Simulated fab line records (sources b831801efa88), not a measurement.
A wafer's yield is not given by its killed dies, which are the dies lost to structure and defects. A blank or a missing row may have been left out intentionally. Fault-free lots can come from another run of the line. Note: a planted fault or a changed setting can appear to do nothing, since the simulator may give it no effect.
A struck lot beside a sound one ; flow sky130 ; 43 out of 708 route steps
Sound: the wafers L111.2, L111.3, L111.4. Struck: wafer L129.1. (L129.5 of the same lot was not struck and is left out.) The cause comes at the end.
Order at every step that has rows: each side's tool, ch and its chambers, its first start. Under that, the readings that differ: sound wafers ; struck wafers ; difference of the means ; sigmas: that difference in standard deviations of wafers without a fault.
alike: same words and numbers on both sides, and readings whose means sit less than 2 such deviations apart. not compared: any withheld reading, any reading some wafer has no value for, any bound like >300 that may hide the same value, and any number with overlapping values for which the record gives no deviation.
Wherever a step has rows on one side only, a row that says differs or no value, or a row with sigmas, the two part there. Numbers that don't overlap but have no deviation are shown without sigmas and don't part them. A reading missing from all wafers of one side parts the sides only when that side holds two or more wafers.

first, 4 steps without rows for these wafers: SKY_VIA4_STRIP_14 (strips in post etch residue remover, time 1200 s); SKY_VIA4_CLEAN_15 (cleans in IPA, time 180 s); SKY_VIA4_CLEAN_16 (cleans in O3/DIW); SKY_VIA4_SPUTTER_17 (material TiN, target thk 20 nm, time 80 s).
SKY_VIA4_CVD_18: deposits W, target thk 505 nm, time 152.14 s.
  sound on cvd_w-02 ch 0,1, day 43 09:10; struck on cvd_w-02 ch 0, day 47 20:49
  alike: heater_power_w
SKY_VIA4_RS_MEAS_19: the measuring method here is four-point-probe.
  struck on film_metro-03, day 47 20:58; sound on film_metro-03, day 43 09:21
  alike: VIA4_W_RS
SKY_VIA4_THK_MEAS_20: measures by xrf.
  struck on film_metro-03, day 47 21:05; sound on film_metro-03, day 43 09:28
  alike: VIA4_W_THK
then, 5 steps without rows for these wafers: SKY_VIA4_CMP_21 (polishes, stops on SiO2, t overpolish 25 s, target thk 0 nm); SKY_METAL5_SPUTTER_00 (material Ti, target thk 15 nm, time 10 s); SKY_METAL5_SPUTTER_01 (material TiN, target thk 20 nm, time 16.7 s); SKY_METAL5_SPUTTER_02 (material AlCu, target thk 1150 nm, time 61.2 s); SKY_METAL5_SPUTTER_03 (material Ti, target thk 5 nm, time 3.3 s).
SKY_METAL5_SPUTTER_04: material TiN, target thk 70 nm, time 58.3 s.
  struck on pvd_sputter-04, day 47 21:35; sound on pvd_sputter-01, day 43 09:55
reading;sound;struck;difference;sigmas
model.TiN_of_METAL5_SPUTTER_04.thk_nm (nm);69.79 70.4 69.56;101.5;+31.6;
  alike: throttle_valve_pct
SKY_METAL5_RS_MEAS_05: the measuring method here is four-point-probe.
  struck on film_metro-03, day 47 21:56; sound on film_metro-02, day 43 09:59
  alike: METAL5_ALCU_RS
  not compared: hold
SKY_METAL5_THK_MEAS_06: measures by xrf.
  struck on film_metro-03, day 47 22:16; sound on film_metro-02, day 43 10:06
reading;sound;struck;difference;sigmas
METAL5_ALCU_THK (nm);1147 1162 1166;1075;-83;-6
  not compared: hold
then, 6 steps without rows for these wafers: SKY_METAL5_HMDS_08 (prime time 60 s); SKY_METAL5_COAT_09 (resist thk 1800 nm); SKY_METAL5_SOFTBAKE_10 (time 60 s); SKY_METAL5_EXPOSE_11 (exposes mask MM5, target cd 1600 nm); SKY_METAL5_PEB_12; SKY_METAL5_DEVELOP_13 (develop time 60 s).
SKY_METAL5_DESCUM_14: chemistry O2, time 11 s.
  sound on rie_metal-02 ch 0,1, day 44 08:53; struck on rie_metal-02 ch 0, day 48 15:53
  alike: chamber_pressure_mTorr, drypump_motor_current_A, he_backside_leak_sccm, oes_product_au
  not compared: rf_hours_counter_h
then, 1 step without rows for these wafers: SKY_METAL5_METAL_ETCH_15 (etches the open film in Cl2/BCl3, stops on SiO2, target depth 1260 nm, time 252 s).
SKY_METAL5_STRIP_16: strips in O2/N2.
  sound on plasma_asher-04 ch 0,1, day 44 09:09; struck on plasma_asher-02 ch 1, day 48 16:10
  alike: chamber_pressure_mTorr, drypump_motor_current_A, oes_product_au, strip_time_to_endpoint_s
  not compared: rf_hours_counter_h
SKY_METAL5_STRIP_17: strips in post etch residue remover, time 1200 s.
  sound on wet_bench-03 ch 2, day 44 09:15; struck on wet_bench-03 ch 0, day 48 16:16
reading;sound;struck;difference;sigmas
model.TiN_of_METAL5_SPUTTER_04.thk_nm (nm);69.37 69.99 69.15;101.1;+31.6;
  alike: bath_guard_temp_C, bath_heat_duty_pct
then, 2 steps without rows for these wafers: SKY_METAL5_CLEAN_18 (cleans in IPA, time 180 s); SKY_METAL5_CLEAN_19 (cleans in O3/DIW).
SKY_PASSIVATION_CVD_00: deposits SiO2, target thk 90 nm.
  sound on pecvd-03 ch 1,2, day 44 09:44; struck on pecvd-01 ch 0, day 48 16:47
  alike: heater_power_w
SKY_PASSIVATION_THK_MEAS_01:
  struck on film_metro-04, day 48 16:49; sound on film_metro-02, day 44 09:46
  alike: PASSIVATION_CVD_00_THK
then, 1 step without rows for these wafers: SKY_PASSIVATION_CVD_02 (deposits Si3N4, target thk 540 nm).
SKY_PASSIVATION_THK_MEAS_03:
  struck on film_metro-02, day 48 17:05; sound on film_metro-04, day 44 10:04
  alike: PASSIVATION_CVD_02_THK
then, 7 steps without rows for these wafers: SKY_PASSIVATION_DEHYDRATE_04 (time 60 s); SKY_PASSIVATION_HMDS_05 (prime time 60 s); SKY_PASSIVATION_COAT_06 (resist thk 3000 nm); SKY_PASSIVATION_SOFTBAKE_07; SKY_PASSIVATION_EXPOSE_08 (exposes mask NSM, target cd 3000 nm); SKY_PASSIVATION_PEB_09; SKY_PASSIVATION_DEVELOP_10 (develop time 60 s).
SKY_PASSIVATION_ETCH_11: etches the open film in CF4/O2, stops on AlCu, target depth 725 nm, time 161.1 s.
  sound on rie_diel-01 ch 0,1,3, day 45 07:17; struck on rie_diel-04 ch 3, day 49 11:10
reading;sound;struck;difference;sigmas
oes_product_au (a.u.);0.985 0.960 0.972;0.994;+0.022;+3
model.PASSIVATION.feature_depth_nm (nm);700 688.8 702.1;726.1;+29.1;
  alike: chamber_pressure_mTorr, drypump_motor_current_A, throttle_valve_pct
  not compared: rf_hours_counter_h
SKY_PASSIVATION_STRIP_12: strips in O2/N2.
  sound on plasma_asher-03 ch 0,1, day 45 07:24; struck on plasma_asher-01 ch 1, day 49 11:17
  alike: chamber_pressure_mTorr, drypump_motor_current_A, oes_product_au, strip_time_to_endpoint_s
  not compared: rf_hours_counter_h
then, 1 step without rows for these wafers: SKY_PAD_OPEN_DEHYDRATE_00 (time 60 s).
SKY_PAD_OPEN_ETCH_07: etches the open film in CF4/O2, stops on AlCu, target depth 725 nm, time 161.1 s.
  sound on rie_diel-02 ch 0,1,2, day 46 04:35; struck on rie_diel-02 ch 2, day 50 04:41
reading;sound;struck;difference;sigmas
chamber_pressure_mTorr (mTorr);149.97 149.92 150.03;150.30;+0.33;+2
model.PAD_OPEN.feature_depth_nm (nm);705.8 688.8 708.9;719.5;+18.3;
  alike: drypump_motor_current_A, oes_product_au, throttle_valve_pct
  not compared: rf_hours_counter_h
SKY_PAD_OPEN_PROBE_99:
  struck on prober-01, day 50 07:01; sound on prober-02, day 46 06:57
reading;sound;struck;difference;sigmas
hold;- - -;await_dispo/6.0h/release;no value on the sound wafers;
killed_at_other;0 0 0;1;+1;+2
sort_bin_3_pad_short (%);0.6 0.2 0.6;1.4;+0.9;+3
  alike: defect_limited_yield, killed_at_M0_to_M3, killed_at_M4_up, killed_at_contacts, killed_at_front_end, killed_dies, killed_open, killed_short, sort_bin_5_function, sort_bin_6_memory, sort_n_pass, sort_yield_pct

== WHERE THEY PART ==
First at SKY_METAL5_THK_MEAS_06; last, within this record, at SKY_PAD_OPEN_PROBE_99.

WHY: what had been put in by the simulator
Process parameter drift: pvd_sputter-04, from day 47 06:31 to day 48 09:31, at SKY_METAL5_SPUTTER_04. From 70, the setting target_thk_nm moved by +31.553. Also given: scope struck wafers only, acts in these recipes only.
